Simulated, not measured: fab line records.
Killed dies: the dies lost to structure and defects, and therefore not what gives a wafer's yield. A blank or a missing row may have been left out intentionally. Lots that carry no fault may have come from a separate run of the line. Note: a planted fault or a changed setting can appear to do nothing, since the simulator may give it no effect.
fab line records / flow sfqLine
record: lots: 14 wafers: 42 lastDay: 80
route steps=325 shown INCOMING@1 L0V@16 I0@54 M1@59
lots that met no fault: from a run of the same line without faults
startH: the number of hours between the record's first day and the start of the first shown wafer of the lot / waitH: hours since the lot's step before / " same as the row above / L1.1+2: one row covering several wafers at once / - no value, or no start was given / * or withheld: withheld / < > ~ a bound
route shown NAME@n: NAME is a module with steps in the file, n the number in the route of the first one / usual: the fault-free wafers' mean and standard deviation / same: alike in all rows / chamber/n: place in a boat / sites: readings site by site / _std_site: standard deviation across them / _edge_site: inner sites' mean taken away from outer sites' mean / radiusMm: for every site, how far away it sits from the centre of the wafer / mask NAME#n: copy n / behind: tool/chamber where the wafer was last shaped / hold: reason for holding the lot/hours on hold/outcome of the hold / device: the transistor (n, p or np) that didn't switch / end of line: the route-end tests of the same wafers / a step given without rows: its recipe and nothing more / killed: the dies lost at the first sort to structure and to defects; this is not the yield of the wafer / map: dies across one wafer; x = killed, . = not, _ = none there
set.NAME: the run value of the setting; set.NAME@STEP: its run value at that earlier step / model.NAME: the simulator's own value behind a step, which no gauge read
steps of the route over a sample of lots; a table a step, a row a wafer
services: a tool's chamber out of use, with start hour (startH, from the record's first day; less than 0 if before it), hours out, and reason
== steps ==
step: SFQ_INCOMING_BOW_MEAS_900
recipe: mode: bow
usual: INCOMING_BOW: 0/6.6
lot.wafer=L593.1 tool=filmMetro-01 chamber=- startH=10.00 waitH=- INCOMING_BOW[um]=-8
lot.wafer=L593.3 tool=filmMetro-01 chamber=- startH=10.00 waitH=- INCOMING_BOW[um]=5
lot.wafer=L593.4 tool=filmMetro-01 chamber=- startH=10.00 waitH=- INCOMING_BOW[um]=1
lot.wafer=L594.1 tool=filmMetro-02 chamber=- startH=15.00 waitH=- INCOMING_BOW[um]=4
lot.wafer=L594.5 tool=filmMetro-02 chamber=- startH=15.00 waitH=- INCOMING_BOW[um]=6
lot.wafer=L594.6 tool=filmMetro-02 chamber=- startH=15.00 waitH=- INCOMING_BOW[um]=3
lot.wafer=L595.2 tool=filmMetro-04 chamber=- startH=20.02 waitH=- INCOMING_BOW[um]=-3
lot.wafer=L595.3 tool=filmMetro-04 chamber=- startH=20.02 waitH=- INCOMING_BOW[um]=-1
lot.wafer=L595.4 tool=filmMetro-04 chamber=- startH=20.02 waitH=- INCOMING_BOW[um]=8
lot.wafer=L596.1 tool=filmMetro-01 chamber=- startH=25.00 waitH=- INCOMING_BOW[um]=-1
lot.wafer=L596.2 tool=filmMetro-01 chamber=- startH=25.00 waitH=- INCOMING_BOW[um]=-2
lot.wafer=L596.5 tool=filmMetro-01 chamber=- startH=25.00 waitH=- INCOMING_BOW[um]=-6
lot.wafer=L598.3 tool=filmMetro-01 chamber=- startH=35.04 waitH=- INCOMING_BOW[um]=0
lot.wafer=L598.4 tool=filmMetro-01 chamber=- startH=35.04 waitH=- INCOMING_BOW[um]=0
lot.wafer=L598.6 tool=filmMetro-01 chamber=- startH=35.04 waitH=- INCOMING_BOW[um]=-6
lot.wafer=L599.1 tool=filmMetro-04 chamber=- startH=40.00 waitH=- INCOMING_BOW[um]=4
lot.wafer=L599.2 tool=filmMetro-04 chamber=- startH=40.00 waitH=- INCOMING_BOW[um]=0
lot.wafer=L599.4 tool=filmMetro-04 chamber=- startH=40.00 waitH=- INCOMING_BOW[um]=0
lot.wafer=L601.3 tool=filmMetro-02 chamber=- startH=50.04 waitH=- INCOMING_BOW[um]=5
lot.wafer=L601.4 tool=filmMetro-02 chamber=- startH=50.04 waitH=- INCOMING_BOW[um]=2
lot.wafer=L601.5 tool=filmMetro-02 chamber=- startH=50.04 waitH=- INCOMING_BOW[um]=-2
lot.wafer=L602.4 tool=filmMetro-04 chamber=- startH=55.06 waitH=- INCOMING_BOW[um]=2
lot.wafer=L602.5 tool=filmMetro-04 chamber=- startH=55.06 waitH=- INCOMING_BOW[um]=-2
lot.wafer=L602.6 tool=filmMetro-04 chamber=- startH=55.06 waitH=- INCOMING_BOW[um]=2
lot.wafer=L603.1 tool=filmMetro-02 chamber=- startH=60.00 waitH=- INCOMING_BOW[um]=-5
lot.wafer=L603.2 tool=filmMetro-02 chamber=- startH=60.00 waitH=- INCOMING_BOW[um]=-19
lot.wafer=L603.4 tool=filmMetro-02 chamber=- startH=60.00 waitH=- INCOMING_BOW[um]=4
lot.wafer=L604.1 tool=filmMetro-04 chamber=- startH=65.00 waitH=- INCOMING_BOW[um]=10
lot.wafer=L604.2 tool=filmMetro-04 chamber=- startH=65.00 waitH=- INCOMING_BOW[um]=0
lot.wafer=L604.4 tool=filmMetro-04 chamber=- startH=65.00 waitH=- INCOMING_BOW[um]=-7
lot.wafer=L606.1 tool=filmMetro-01 chamber=- startH=75.00 waitH=- INCOMING_BOW[um]=6
lot.wafer=L606.4 tool=filmMetro-01 chamber=- startH=75.00 waitH=- INCOMING_BOW[um]=-4
lot.wafer=L606.5 tool=filmMetro-01 chamber=- startH=75.00 waitH=- INCOMING_BOW[um]=-5
lot.wafer=L613.2 tool=filmMetro-04 chamber=- startH=110.02 waitH=- INCOMING_BOW[um]=-9
lot.wafer=L613.4 tool=filmMetro-04 chamber=- startH=110.02 waitH=- INCOMING_BOW[um]=-9
lot.wafer=L613.5 tool=filmMetro-04 chamber=- startH=110.02 waitH=- INCOMING_BOW[um]=12
lot.wafer=L615.2 tool=filmMetro-04 chamber=- startH=120.02 waitH=- INCOMING_BOW[um]=-5
lot.wafer=L615.4 tool=filmMetro-04 chamber=- startH=120.02 waitH=- INCOMING_BOW[um]=-2
lot.wafer=L615.6 tool=filmMetro-04 chamber=- startH=120.02 waitH=- INCOMING_BOW[um]=4
lot.wafer=L616.1 tool=filmMetro-04 chamber=- startH=125.00 waitH=- INCOMING_BOW[um]=14
lot.wafer=L616.3 tool=filmMetro-04 chamber=- startH=125.00 waitH=- INCOMING_BOW[um]=1
lot.wafer=L616.5 tool=filmMetro-04 chamber=- startH=125.00 waitH=- INCOMING_BOW[um]=-2
step: SFQ_TRILAYER_L0_CAP_PECVD_011
recipe: material: SiO2 tempC: 150 timeS: 13.333 pressureTorr: 2.4 rfW: 183.3 precursor: SiH4/N2O targetThkNm: 60
usual: heaterPowerW: 82/16 throttleValvePct: 24.9/1.6
lot.wafer=L593.1 tool=pecvd-04 chamber=2 startH=62.20 waitH=0.0 heaterPowerW=75 sinceWetCleanH=607 throttleValvePct=24.0
lot.wafer=L593.3 tool=pecvd-04 chamber=1 startH=62.20 waitH=0.0 heaterPowerW=111 sinceWetCleanH=607 throttleValvePct=23.9
lot.wafer=L593.4 tool=pecvd-04 chamber=1 startH=62.20 waitH=0.0 heaterPowerW=112 sinceWetCleanH=- throttleValvePct=24.1
lot.wafer=L594.1 tool=pecvd-04 chamber=2 startH=68.20 waitH=0.0 heaterPowerW=71 sinceWetCleanH=613 throttleValvePct=23.8
lot.wafer=L594.5 tool=pecvd-04 chamber=0 startH=68.20 waitH=0.0 heaterPowerW=73 sinceWetCleanH=- throttleValvePct=24.7
lot.wafer=L594.6 tool=pecvd-04 chamber=1 startH=68.20 waitH=0.0 heaterPowerW=110 sinceWetCleanH=- throttleValvePct=24.1
lot.wafer=L595.2 tool=pecvd-03 chamber=0 startH=73.10 waitH=0.0 heaterPowerW=97 sinceWetCleanH=234 throttleValvePct=23.2
lot.wafer=L595.3 tool=pecvd-03 chamber=1 startH=73.10 waitH=0.0 heaterPowerW=81 sinceWetCleanH=234 throttleValvePct=24.4
lot.wafer=L595.4 tool=pecvd-03 chamber=2 startH=73.10 waitH=0.0 heaterPowerW=91 sinceWetCleanH=- throttleValvePct=24.3
lot.wafer=L596.1 tool=pecvd-02 chamber=2 startH=77.90 waitH=0.0 heaterPowerW=69 sinceWetCleanH=992 throttleValvePct=24.2
lot.wafer=L596.2 tool=pecvd-02 chamber=0 startH=77.90 waitH=0.0 heaterPowerW=82 sinceWetCleanH=992 throttleValvePct=28.3
lot.wafer=L596.5 tool=pecvd-02 chamber=0 startH=77.90 waitH=0.0 heaterPowerW=84 sinceWetCleanH=- throttleValvePct=28.5
lot.wafer=L598.3 tool=pecvd-02 chamber=2 startH=92.30 waitH=0.0 heaterPowerW=64 sinceWetCleanH=1007 throttleValvePct=24.1
lot.wafer=L598.4 tool=pecvd-02 chamber=0 startH=92.30 waitH=0.0 heaterPowerW=88 sinceWetCleanH=- throttleValvePct=28.5
lot.wafer=L598.6 tool=pecvd-02 chamber=1 startH=92.30 waitH=0.0 heaterPowerW=62 sinceWetCleanH=- throttleValvePct=25.1
lot.wafer=L599.1 tool=pecvd-03 chamber=1 startH=98.81 waitH=0.0 heaterPowerW=80 sinceWetCleanH=260 throttleValvePct=24.2
lot.wafer=L599.2 tool=pecvd-03 chamber=2 startH=98.81 waitH=0.0 heaterPowerW=99 sinceWetCleanH=260 throttleValvePct=24.3
lot.wafer=L599.4 tool=pecvd-03 chamber=2 startH=98.81 waitH=0.0 heaterPowerW=101 sinceWetCleanH=- throttleValvePct=23.9
lot.wafer=L601.3 tool=pecvd-03 chamber=0 startH=112.08 waitH=0.0 heaterPowerW=98 sinceWetCleanH=273 throttleValvePct=23.1
lot.wafer=L601.4 tool=pecvd-03 chamber=2 startH=112.08 waitH=0.0 heaterPowerW=104 sinceWetCleanH=- throttleValvePct=24.1
lot.wafer=L601.5 tool=pecvd-03 chamber=1 startH=112.08 waitH=0.0 heaterPowerW=86 sinceWetCleanH=- throttleValvePct=24.4
lot.wafer=L602.4 tool=pecvd-02 chamber=0 startH=118.09 waitH=0.0 heaterPowerW=82 sinceWetCleanH=- throttleValvePct=28.7
lot.wafer=L602.5 tool=pecvd-02 chamber=1 startH=118.09 waitH=0.0 heaterPowerW=62 sinceWetCleanH=- throttleValvePct=25.0
lot.wafer=L602.6 tool=pecvd-02 chamber=2 startH=118.09 waitH=0.0 heaterPowerW=68 sinceWetCleanH=- throttleValvePct=24.0
lot.wafer=L603.1 tool=pecvd-02 chamber=0 startH=121.68 waitH=0.0 heaterPowerW=89 sinceWetCleanH=1036 throttleValvePct=28.4
lot.wafer=L603.2 tool=pecvd-02 chamber=1 startH=121.68 waitH=0.0 heaterPowerW=56 sinceWetCleanH=1036 throttleValvePct=24.9
lot.wafer=L603.4 tool=pecvd-02 chamber=0 startH=121.68 waitH=0.0 heaterPowerW=89 sinceWetCleanH=- throttleValvePct=28.6
lot.wafer=L604.1 tool=pecvd-02 chamber=2 startH=130.08 waitH=0.0 heaterPowerW=60 sinceWetCleanH=1044 throttleValvePct=23.9
lot.wafer=L604.2 tool=pecvd-02 chamber=1 startH=130.08 waitH=0.0 heaterPowerW=58 sinceWetCleanH=1044 throttleValvePct=25.1
lot.wafer=L604.4 tool=pecvd-02 chamber=2 startH=130.08 waitH=0.0 heaterPowerW=60 sinceWetCleanH=- throttleValvePct=24.3
lot.wafer=L606.1 tool=pecvd-04 chamber=0 startH=138.48 waitH=0.0 heaterPowerW=81 sinceWetCleanH=683 throttleValvePct=25.0
lot.wafer=L606.4 tool=pecvd-04 chamber=0 startH=138.48 waitH=0.0 heaterPowerW=81 sinceWetCleanH=- throttleValvePct=25.1
lot.wafer=L606.5 tool=pecvd-04 chamber=2 startH=138.48 waitH=0.0 heaterPowerW=84 sinceWetCleanH=- throttleValvePct=24.1
lot.wafer=L613.2 tool=pecvd-02 chamber=0 startH=177.13 waitH=0.0 heaterPowerW=85 sinceWetCleanH=1091 throttleValvePct=28.6
lot.wafer=L613.4 tool=pecvd-02 chamber=1 startH=177.13 waitH=0.0 heaterPowerW=62 sinceWetCleanH=- throttleValvePct=25.0
lot.wafer=L613.5 tool=pecvd-02 chamber=0 startH=177.13 waitH=0.0 heaterPowerW=88 sinceWetCleanH=- throttleValvePct=28.3
lot.wafer=L615.2 tool=pecvd-03 chamber=0 startH=186.03 waitH=0.0 heaterPowerW=100 sinceWetCleanH=347 throttleValvePct=23.3
lot.wafer=L615.4 tool=pecvd-03 chamber=1 startH=186.03 waitH=0.0 heaterPowerW=82 sinceWetCleanH=- throttleValvePct=24.5
lot.wafer=L615.6 tool=pecvd-03 chamber=2 startH=186.03 waitH=0.0 heaterPowerW=101 sinceWetCleanH=- throttleValvePct=24.2
lot.wafer=L616.1 tool=pecvd-02 chamber=2 startH=192.03 waitH=0.0 heaterPowerW=60 sinceWetCleanH=1106 throttleValvePct=24.2
lot.wafer=L616.3 tool=pecvd-02 chamber=1 startH=192.03 waitH=0.0 heaterPowerW=52 sinceWetCleanH=1106 throttleValvePct=24.9
lot.wafer=L616.5 tool=pecvd-02 chamber=2 startH=192.03 waitH=0.0 heaterPowerW=60 sinceWetCleanH=- throttleValvePct=24.3
step: SFQ_TRILAYER_I0_VIA_BARC_OPEN_VIA_ETCH_046
recipe: maskMaterial: PR chemistry: O2 targetDepthNm: 125 target: BARC sourceW: 500 biasW: 80 pressureMtorr: 30 timeS: 41.7
usual: drypumpMotorCurrentA: 5.7/0.32 oesProductAu: 0.685/0.0044
lot.wafer=L593.1 tool=rieDiel-02 chamber=1 startH=223.44 waitH=0.0 drypumpMotorCurrentA=5.5 oesProductAu=0.680 rfHoursCounterH=0
lot.wafer=L593.3 tool=rieDiel-02 chamber=0 startH=223.44 waitH=0.0 drypumpMotorCurrentA=6.1 oesProductAu=0.680 rfHoursCounterH=6
lot.wafer=L593.4 tool=rieDiel-02 chamber=2 startH=223.44 waitH=0.0 drypumpMotorCurrentA=5.8 oesProductAu=0.684 rfHoursCounterH=80
lot.wafer=L594.1 tool=rieDiel-03 chamber=2 startH=227.04 waitH=0.0 drypumpMotorCurrentA=5.7 oesProductAu=0.683 rfHoursCounterH=8
lot.wafer=L594.5 tool=rieDiel-03 chamber=2 startH=227.04 waitH=0.0 drypumpMotorCurrentA=5.7 oesProductAu=0.683 rfHoursCounterH=-
lot.wafer=L594.6 tool=rieDiel-03 chamber=1 startH=227.04 waitH=0.0 drypumpMotorCurrentA=5.4 oesProductAu=0.687 rfHoursCounterH=-
lot.wafer=L595.2 tool=rieDiel-01 chamber=1 startH=230.64 waitH=0.0 drypumpMotorCurrentA=5.8 oesProductAu=0.688 rfHoursCounterH=33
lot.wafer=L595.3 tool=rieDiel-01 chamber=0 startH=230.64 waitH=0.0 drypumpMotorCurrentA=5.6 oesProductAu=0.682 rfHoursCounterH=6
lot.wafer=L595.4 tool=rieDiel-01 chamber=3 startH=230.64 waitH=0.0 drypumpMotorCurrentA=6.2 oesProductAu=0.693 rfHoursCounterH=-
lot.wafer=L596.1 tool=rieDiel-02 chamber=3 startH=235.44 waitH=0.0 drypumpMotorCurrentA=5.8 oesProductAu=0.681 rfHoursCounterH=11
lot.wafer=L596.2 tool=rieDiel-02 chamber=2 startH=235.44 waitH=0.0 drypumpMotorCurrentA=5.8 oesProductAu=0.684 rfHoursCounterH=80
lot.wafer=L596.5 tool=rieDiel-02 chamber=2 startH=235.44 waitH=0.0 drypumpMotorCurrentA=5.8 oesProductAu=0.692 rfHoursCounterH=-
lot.wafer=L598.3 tool=rieDiel-01 chamber=0 startH=256.94 waitH=0.0 drypumpMotorCurrentA=5.6 oesProductAu=0.674 rfHoursCounterH=7
lot.wafer=L598.4 tool=rieDiel-01 chamber=1 startH=256.94 waitH=0.0 drypumpMotorCurrentA=5.8 oesProductAu=0.696 rfHoursCounterH=33
lot.wafer=L598.6 tool=rieDiel-01 chamber=1 startH=256.94 waitH=0.0 drypumpMotorCurrentA=5.8 oesProductAu=0.685 rfHoursCounterH=-
lot.wafer=L599.1 tool=rieDiel-02 chamber=0 startH=262.94 waitH=0.0 drypumpMotorCurrentA=6.0 oesProductAu=0.683 rfHoursCounterH=7
lot.wafer=L599.2 tool=rieDiel-02 chamber=1 startH=262.94 waitH=0.0 drypumpMotorCurrentA=5.4 oesProductAu=0.686 rfHoursCounterH=1
lot.wafer=L599.4 tool=rieDiel-02 chamber=2 startH=262.94 waitH=0.0 drypumpMotorCurrentA=5.8 oesProductAu=0.683 rfHoursCounterH=-
lot.wafer=L601.3 tool=rieDiel-02 chamber=0 startH=279.70 waitH=0.0 drypumpMotorCurrentA=6.1 oesProductAu=0.676 rfHoursCounterH=7
lot.wafer=L601.4 tool=rieDiel-02 chamber=1 startH=279.70 waitH=0.0 drypumpMotorCurrentA=5.4 oesProductAu=0.692 rfHoursCounterH=1
lot.wafer=L601.5 tool=rieDiel-02 chamber=1 startH=279.70 waitH=0.0 drypumpMotorCurrentA=5.4 oesProductAu=0.684 rfHoursCounterH=-
lot.wafer=L602.4 tool=rieDiel-02 chamber=2 startH=291.25 waitH=0.0 drypumpMotorCurrentA=5.8 oesProductAu=0.685 rfHoursCounterH=81
lot.wafer=L602.5 tool=rieDiel-02 chamber=3 startH=291.25 waitH=0.0 drypumpMotorCurrentA=5.8 oesProductAu=0.695 rfHoursCounterH=-
lot.wafer=L602.6 tool=rieDiel-02 chamber=2 startH=291.25 waitH=0.0 drypumpMotorCurrentA=5.8 oesProductAu=0.689 rfHoursCounterH=-
lot.wafer=L603.1 tool=rieDiel-03 chamber=3 startH=296.05 waitH=0.0 drypumpMotorCurrentA=5.8 oesProductAu=0.688 rfHoursCounterH=5
lot.wafer=L603.2 tool=rieDiel-03 chamber=2 startH=296.05 waitH=0.0 drypumpMotorCurrentA=5.7 oesProductAu=0.682 rfHoursCounterH=9
lot.wafer=L603.4 tool=rieDiel-03 chamber=1 startH=296.05 waitH=0.0 drypumpMotorCurrentA=5.4 oesProductAu=0.681 rfHoursCounterH=0
lot.wafer=L604.1 tool=rieDiel-01 chamber=0 startH=299.65 waitH=0.0 drypumpMotorCurrentA=5.6 oesProductAu=0.685 rfHoursCounterH=7
lot.wafer=L604.2 tool=rieDiel-01 chamber=2 startH=299.65 waitH=0.0 drypumpMotorCurrentA=5.8 oesProductAu=0.685 rfHoursCounterH=8
lot.wafer=L604.4 tool=rieDiel-01 chamber=1 startH=299.65 waitH=0.0 drypumpMotorCurrentA=5.8 oesProductAu=0.678 rfHoursCounterH=34
lot.wafer=L606.1 tool=rieDiel-01 chamber=3 startH=309.25 waitH=0.0 drypumpMotorCurrentA=6.2 oesProductAu=0.681 rfHoursCounterH=7
lot.wafer=L606.4 tool=rieDiel-01 chamber=1 startH=309.25 waitH=0.0 drypumpMotorCurrentA=5.8 oesProductAu=0.691 rfHoursCounterH=34
lot.wafer=L606.5 tool=rieDiel-01 chamber=3 startH=309.25 waitH=0.0 drypumpMotorCurrentA=6.2 oesProductAu=0.684 rfHoursCounterH=-
lot.wafer=L613.2 tool=rieDiel-03 chamber=0 startH=369.25 waitH=0.0 drypumpMotorCurrentA=4.8 oesProductAu=0.683 rfHoursCounterH=1
lot.wafer=L613.4 tool=rieDiel-03 chamber=3 startH=369.25 waitH=0.0 drypumpMotorCurrentA=5.8 oesProductAu=0.682 rfHoursCounterH=6
lot.wafer=L613.5 tool=rieDiel-03 chamber=3 startH=369.25 waitH=0.0 drypumpMotorCurrentA=5.9 oesProductAu=0.681 rfHoursCounterH=-
lot.wafer=L615.2 tool=rieDiel-02 chamber=3 startH=384.07 waitH=0.0 drypumpMotorCurrentA=5.8 oesProductAu=0.687 rfHoursCounterH=13
lot.wafer=L615.4 tool=rieDiel-02 chamber=0 startH=384.07 waitH=0.0 drypumpMotorCurrentA=6.1 oesProductAu=0.688 rfHoursCounterH=9
lot.wafer=L615.6 tool=rieDiel-02 chamber=1 startH=384.07 waitH=0.0 drypumpMotorCurrentA=5.4 oesProductAu=0.693 rfHoursCounterH=-
lot.wafer=L616.1 tool=rieDiel-02 chamber=1 startH=388.87 waitH=0.0 drypumpMotorCurrentA=5.4 oesProductAu=0.689 rfHoursCounterH=4
lot.wafer=L616.3 tool=rieDiel-02 chamber=3 startH=388.87 waitH=0.0 drypumpMotorCurrentA=5.8 oesProductAu=0.683 rfHoursCounterH=13
lot.wafer=L616.5 tool=rieDiel-02 chamber=2 startH=388.87 waitH=0.0 drypumpMotorCurrentA=5.9 oesProductAu=0.685 rfHoursCounterH=-
step: SFQ_TRILAYER_M1_DEP_SPUTTER_037
recipe: material: Nb basePressurePa: 1.33e-06 chamberPressurePa: 0.1333 substrateTempC: 20 resputterCathodeVoltageV: 400 targetThkNm: 200 powerW: 2000 timeS: 133.3
usual: cathodeDcPowerW: 2000.0/0.33 chamberPressurePa: 0.13327/0.00029 throttleValvePct: 29.8/1.1
lot.wafer=L593.1 tool=pvdSputter-04 chamber=- startH=224.40 waitH=0.0 cathodeDcPowerW=2000.3 chamberPressurePa=0.13348 throttleValvePct=29.9
lot.wafer=L593.3 tool=pvdSputter-04 chamber=- startH=224.40 waitH=0.0 cathodeDcPowerW=2000.0 chamberPressurePa=0.13324 throttleValvePct=31.0
lot.wafer=L593.4 tool=pvdSputter-04 chamber=- startH=224.40 waitH=0.0 cathodeDcPowerW=2000.0 chamberPressurePa=0.13376 throttleValvePct=31.7
lot.wafer=L594.1 tool=pvdSputter-03 chamber=- startH=228.00 waitH=0.0 cathodeDcPowerW=1999.6 chamberPressurePa=0.13372 throttleValvePct=31.2
lot.wafer=L594.5 tool=pvdSputter-03 chamber=- startH=228.00 waitH=0.0 cathodeDcPowerW=2000.1 chamberPressurePa=0.1333 throttleValvePct=30.5
lot.wafer=L594.6 tool=pvdSputter-03 chamber=- startH=228.00 waitH=0.0 cathodeDcPowerW=1999.8 chamberPressurePa=0.1326 throttleValvePct=29.9
lot.wafer=L595.2 tool=pvdSputter-06 chamber=- startH=231.60 waitH=0.0 cathodeDcPowerW=1999.3 chamberPressurePa=0.13391 throttleValvePct=30.9
lot.wafer=L595.3 tool=pvdSputter-06 chamber=- startH=231.60 waitH=0.0 cathodeDcPowerW=1999.3 chamberPressurePa=0.13288 throttleValvePct=28.3
lot.wafer=L595.4 tool=pvdSputter-06 chamber=- startH=231.60 waitH=0.0 cathodeDcPowerW=1999.3 chamberPressurePa=0.13314 throttleValvePct=28.5
lot.wafer=L596.1 tool=pvdSputter-06 chamber=- startH=236.40 waitH=0.0 cathodeDcPowerW=1999.7 chamberPressurePa=0.13315 throttleValvePct=28.4
lot.wafer=L596.2 tool=pvdSputter-06 chamber=- startH=236.40 waitH=0.0 cathodeDcPowerW=2000.1 chamberPressurePa=0.13344 throttleValvePct=28.2
lot.wafer=L596.5 tool=pvdSputter-06 chamber=- startH=236.40 waitH=0.0 cathodeDcPowerW=2000.0 chamberPressurePa=0.13352 throttleValvePct=29.2
lot.wafer=L598.3 tool=pvdSputter-06 chamber=- startH=257.90 waitH=0.0 cathodeDcPowerW=2000.0 chamberPressurePa=0.13318 throttleValvePct=28.4
lot.wafer=L598.4 tool=pvdSputter-06 chamber=- startH=257.90 waitH=0.0 cathodeDcPowerW=1999.8 chamberPressurePa=0.13345 throttleValvePct=28.3
lot.wafer=L598.6 tool=pvdSputter-06 chamber=- startH=257.90 waitH=0.0 cathodeDcPowerW=1999.9 chamberPressurePa=0.13346 throttleValvePct=28.2
lot.wafer=L599.1 tool=pvdSputter-06 chamber=- startH=263.90 waitH=0.0 cathodeDcPowerW=1999.9 chamberPressurePa=0.13316 throttleValvePct=29.2
lot.wafer=L599.2 tool=pvdSputter-06 chamber=- startH=263.90 waitH=0.0 cathodeDcPowerW=2000.1 chamberPressurePa=0.13378 throttleValvePct=27.7
lot.wafer=L599.4 tool=pvdSputter-06 chamber=- startH=263.90 waitH=0.0 cathodeDcPowerW=2000.5 chamberPressurePa=0.1333 throttleValvePct=28.2
lot.wafer=L601.3 tool=pvdSputter-03 chamber=- startH=280.66 waitH=0.0 cathodeDcPowerW=2000.3 chamberPressurePa=0.13309 throttleValvePct=28.8
lot.wafer=L601.4 tool=pvdSputter-03 chamber=- startH=280.66 waitH=0.0 cathodeDcPowerW=1999.8 chamberPressurePa=0.13337 throttleValvePct=30.7
lot.wafer=L601.5 tool=pvdSputter-03 chamber=- startH=280.66 waitH=0.0 cathodeDcPowerW=2000.1 chamberPressurePa=0.13364 throttleValvePct=30.6
lot.wafer=L602.4 tool=pvdSputter-06 chamber=- startH=292.21 waitH=0.0 cathodeDcPowerW=1999.8 chamberPressurePa=0.1332 throttleValvePct=28.3
lot.wafer=L602.5 tool=pvdSputter-06 chamber=- startH=292.21 waitH=0.0 cathodeDcPowerW=2000.0 chamberPressurePa=0.13343 throttleValvePct=29.3
lot.wafer=L602.6 tool=pvdSputter-06 chamber=- startH=292.21 waitH=0.0 cathodeDcPowerW=2000.0 chamberPressurePa=0.13271 throttleValvePct=28.3
lot.wafer=L603.1 tool=pvdSputter-06 chamber=- startH=297.01 waitH=0.0 cathodeDcPowerW=2000.3 chamberPressurePa=0.13323 throttleValvePct=30.8
lot.wafer=L603.2 tool=pvdSputter-06 chamber=- startH=297.01 waitH=0.0 cathodeDcPowerW=1999.4 chamberPressurePa=0.1332 throttleValvePct=29.3
lot.wafer=L603.4 tool=pvdSputter-06 chamber=- startH=297.01 waitH=0.0 cathodeDcPowerW=2000.2 chamberPressurePa=0.1336 throttleValvePct=28.2
lot.wafer=L604.1 tool=pvdSputter-06 chamber=- startH=301.21 waitH=0.0 cathodeDcPowerW=2000.4 chamberPressurePa=0.1335 throttleValvePct=28.4
lot.wafer=L604.2 tool=pvdSputter-06 chamber=- startH=301.21 waitH=0.0 cathodeDcPowerW=2000.0 chamberPressurePa=0.13353 throttleValvePct=30.9
lot.wafer=L604.4 tool=pvdSputter-06 chamber=- startH=301.21 waitH=0.0 cathodeDcPowerW=1999.3 chamberPressurePa=0.13294 throttleValvePct=29.2
lot.wafer=L606.1 tool=pvdSputter-04 chamber=- startH=310.21 waitH=0.0 cathodeDcPowerW=2000.1 chamberPressurePa=0.13314 throttleValvePct=30.8
lot.wafer=L606.4 tool=pvdSputter-04 chamber=- startH=310.21 waitH=0.0 cathodeDcPowerW=1999.8 chamberPressurePa=0.1328 throttleValvePct=30.2
lot.wafer=L606.5 tool=pvdSputter-04 chamber=- startH=310.21 waitH=0.0 cathodeDcPowerW=2000.7 chamberPressurePa=0.13248 throttleValvePct=30.1
lot.wafer=L613.2 tool=pvdSputter-06 chamber=- startH=370.81 waitH=0.0 cathodeDcPowerW=2054.2 chamberPressurePa=0.13366 throttleValvePct=29.1
lot.wafer=L613.4 tool=pvdSputter-06 chamber=- startH=370.81 waitH=0.0 cathodeDcPowerW=2054.8 chamberPressurePa=0.13376 throttleValvePct=31.1
lot.wafer=L613.5 tool=pvdSputter-06 chamber=- startH=370.81 waitH=0.0 cathodeDcPowerW=2054.6 chamberPressurePa=0.1334 throttleValvePct=29.0
lot.wafer=L615.2 tool=pvdSputter-06 chamber=- startH=385.03 waitH=0.0 cathodeDcPowerW=2054.1 chamberPressurePa=0.13376 throttleValvePct=28.6
lot.wafer=L615.4 tool=pvdSputter-06 chamber=- startH=385.03 waitH=0.0 cathodeDcPowerW=2054.1 chamberPressurePa=0.13324 throttleValvePct=28.5
lot.wafer=L615.6 tool=pvdSputter-06 chamber=- startH=385.03 waitH=0.0 cathodeDcPowerW=2054.9 chamberPressurePa=0.13349 throttleValvePct=28.4
lot.wafer=L616.1 tool=pvdSputter-04 chamber=- startH=389.83 waitH=0.0 cathodeDcPowerW=1999.7 chamberPressurePa=0.13277 throttleValvePct=31.6
lot.wafer=L616.3 tool=pvdSputter-04 chamber=- startH=389.83 waitH=0.0 cathodeDcPowerW=2000.2 chamberPressurePa=0.13362 throttleValvePct=31.3
lot.wafer=L616.5 tool=pvdSputter-04 chamber=- startH=389.83 waitH=0.0 cathodeDcPowerW=1999.2 chamberPressurePa=0.13288 throttleValvePct=31.5
== services ==
tool=rieDiel-01 chamber=- startH=38.38 hours=0.4 kind=repair
tool=pecvd-03 chamber=1 startH=60.98 hours=7.2 kind=repair
tool=rieDiel-02 chamber=- startH=76.17 hours=1.0 kind=repair
tool=rieDiel-02 chamber=- startH=79.90 hours=2.1 kind=repair
tool=rieDiel-02 chamber=- startH=85.62 hours=0.8 kind=repair
tool=pvdSputter-06 chamber=- startH=102.04 hours=9.1 kind=repair
tool=rieDiel-02 chamber=- startH=105.37 hours=1.2 kind=repair
tool=pecvd-03 chamber=- startH=108.87 hours=0.9 kind=repair
tool=rieDiel-01 chamber=0 startH=120.74 hours=9.9 kind=repair
tool=rieDiel-01 chamber=2 startH=126.44 hours=3.2 kind=repair
tool=rieDiel-01 chamber=- startH=144.70 hours=14.6 kind=pm
tool=rieDiel-01 chamber=- startH=159.30 hours=28.1 kind=pm
tool=pvdSputter-06 chamber=- startH=179.79 hours=3.3 kind=repair
tool=pvdSputter-06 chamber=- startH=181.82 hours=1.6 kind=repair
tool=rieDiel-01 chamber=2 startH=197.68 hours=5.5 kind=repair
tool=rieDiel-01 chamber=2 startH=221.56 hours=17.7 kind=repair
tool=pecvd-02 chamber=2 startH=233.72 hours=7.8 kind=repair
tool=pecvd-02 chamber=1 startH=233.79 hours=20.0 kind=repair
tool=rieDiel-02 chamber=- startH=239.45 hours=0.4 kind=repair
tool=rieDiel-02 chamber=- startH=241.22 hours=2.8 kind=pm
tool=rieDiel-02 chamber=3 startH=260.35 hours=9.0 kind=repair
tool=pvdSputter-06 chamber=- startH=284.31 hours=1.8 kind=repair
tool=rieDiel-01 chamber=- startH=329.13 hours=1.2 kind=repair
tool=rieDiel-02 chamber=1 startH=333.70 hours=1.8 kind=repair
== key ==
firstSign: step: SFQ_TRILAYER_M1_DEP_SPUTTER_037 reading: cathodeDcPowerW direction: up sigmas: 99+ usual: 2000.0 struck: 2054.5
effect none on later readings
metAt SFQ_TRILAYER_M1_DEP_SPUTTER_037
struckLots L613,L615
notActingAt SFQ_INCOMING_BOW_MEAS_900,SFQ_TRILAYER_L0_CAP_PECVD_011,SFQ_TRILAYER_I0_VIA_BARC_OPEN_VIA_ETCH_046
onsetBetween 301.21 370.81
fault: kind: processParameterDrift tool: pvdSputter-06 chamber: - onsetH: 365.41 steps: SFQ_TRILAYER_M1_DEP_SPUTTER_037 channel: powerW offset: 54.313 shape: step endH: 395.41 actsIn: theseRecipesOnly stated: 2000
